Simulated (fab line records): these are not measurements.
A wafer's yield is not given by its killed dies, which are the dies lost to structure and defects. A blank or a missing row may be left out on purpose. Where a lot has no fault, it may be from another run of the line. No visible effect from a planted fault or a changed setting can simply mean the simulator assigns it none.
Struck lot and sound lot, side by side -- flow sky130 -- 18 steps out of a route of 708
Sound: the wafers L935.2, L935.4, L935.5. Struck: wafers L944.3, L944.4 (left out: L944.6, a lot-mate that was not struck); the cause follows at the end.
For every step that has rows: the tool of each side, followed by ch and its chambers, followed by its first start. Under that, the readings that differ: sound wafers -- struck wafers -- difference of the means -- sigmas: that difference in standard deviations of wafers without a fault.
alike: a reading whose means differ by less than 2 such deviations, as well as words and numbers matching on both sides. not compared: withheld readings; readings where some wafer has no value; bounds like >300 that might hide an equal value; numbers whose values overlap and for which the record gives no deviation.
Wherever a step has rows on one side only, a row that says differs or no value, or a row with sigmas, the two part there. Non-overlapping numbers with no deviation appear without sigmas and do not part them. Lack of a reading on every wafer of one side parts them only where that side has two or more wafers.

first, 4 steps without rows for these wafers: SKY_VT_ADJUST_LVTN_SOFTBAKE_14 (time 60 s); SKY_VT_ADJUST_LVTN_EXPOSE_15 (exposes mask HVN STD DERIVED, target cd 600 nm); SKY_VT_ADJUST_LVTN_PEB_16; SKY_VT_ADJUST_LVTN_DEVELOP_17 (develop time 60 s).
SKY_VT_ADJUST_LVTN_OVL_MEAS_18:
  sound: overlay-02 at day 9 22:11; struck: overlay-02 at day 12 09:26
  alike: VT_ADJUST_LVTN_01_OVL
following that, these wafers have no rows for 1 step: SKY_VT_ADJUST_LVTN_IMPLANT_19.
SKY_VT_ADJUST_LVTN_STRIP_20: strips in O2/N2.
  sound on plasmaAsher-01 ch 0,1, day 9 22:22; struck on plasmaAsher-04 ch 0,1, day 12 09:39
  alike: drypumpMotorCurrentA, oesProductAu, stripTimeToEndpointS
  not compared: rfHoursCounterH
SKY_VT_ADJUST_LVTN_TW_MEAS_21:
  sound: filmMetro-03 at day 9 22:28; struck: filmMetro-01 at day 12 09:44
  alike: VT_ADJUST_LVTN_2_TW
then, 4 steps without rows for these wafers: SKY_VT_ADJUST_NCORE_DEHYDRATE_00 (time 60 s); SKY_VT_ADJUST_NCORE_HMDS_01 (prime time 60 s); SKY_VT_ADJUST_NCORE_COAT_02 (resist thk 1140 nm); SKY_VT_ADJUST_NCORE_SOFTBAKE_03 (time 60 s).
SKY_VT_ADJUST_NCORE_EXPOSE_04: exposes mask LVTN COMPLEMENT THIN, target cd 380 nm.
  sound on ilineStepper-02 ch 0, day 10 08:39; struck on ilineStepper-02 ch 0, day 12 21:56
  alike: mask, reticleTempC
then, 2 steps without rows for these wafers: SKY_VT_ADJUST_NCORE_PEB_05; SKY_VT_ADJUST_NCORE_DEVELOP_06 (develop time 60 s).
SKY_VT_ADJUST_NCORE_CD_MEAS_07 targets a cd of 380 nm.
  sound: cdSem-02 at day 10 19:18; struck: cdSem-01 at day 13 09:34
reading,sound,struck,difference,sigmas
cdNm (nm),377.1 377.7 378.6,352.7 355.9,-23.5,-9
SKY_VT_ADJUST_NCORE_OVL_MEAS_08:
  sound: overlay-01 at day 10 19:25; struck: overlay-02 at day 13 09:39
  alike: VT_ADJUST_NCORE_OVL
-- here the record skips 36 days between the struck wafers' starts before and after, leaving off in module VT_ADJUST_NCORE and picking up in module PAD_OPEN (first step shown: number 708 of the route) --
SKY_PAD_OPEN_PROBE_99:
  sound: prober-01 at day 47 14:21; struck: prober-02 at day 49 14:14
  alike: killed_at_M0_to_M3, killed_at_M4_up, killedAtContacts, killedAtFrontEnd, killedAtOther, killedDies, killedOpen, killedShort

WHERE THEY PART
SKY_VT_ADJUST_NCORE_CD_MEAS_07 only, going by this record. Later steps at which nothing parts them and some readings are alike: SKY_VT_ADJUST_NCORE_OVL_MEAS_08, SKY_PAD_OPEN_PROBE_99.

WHY: whatever the simulator had introduced
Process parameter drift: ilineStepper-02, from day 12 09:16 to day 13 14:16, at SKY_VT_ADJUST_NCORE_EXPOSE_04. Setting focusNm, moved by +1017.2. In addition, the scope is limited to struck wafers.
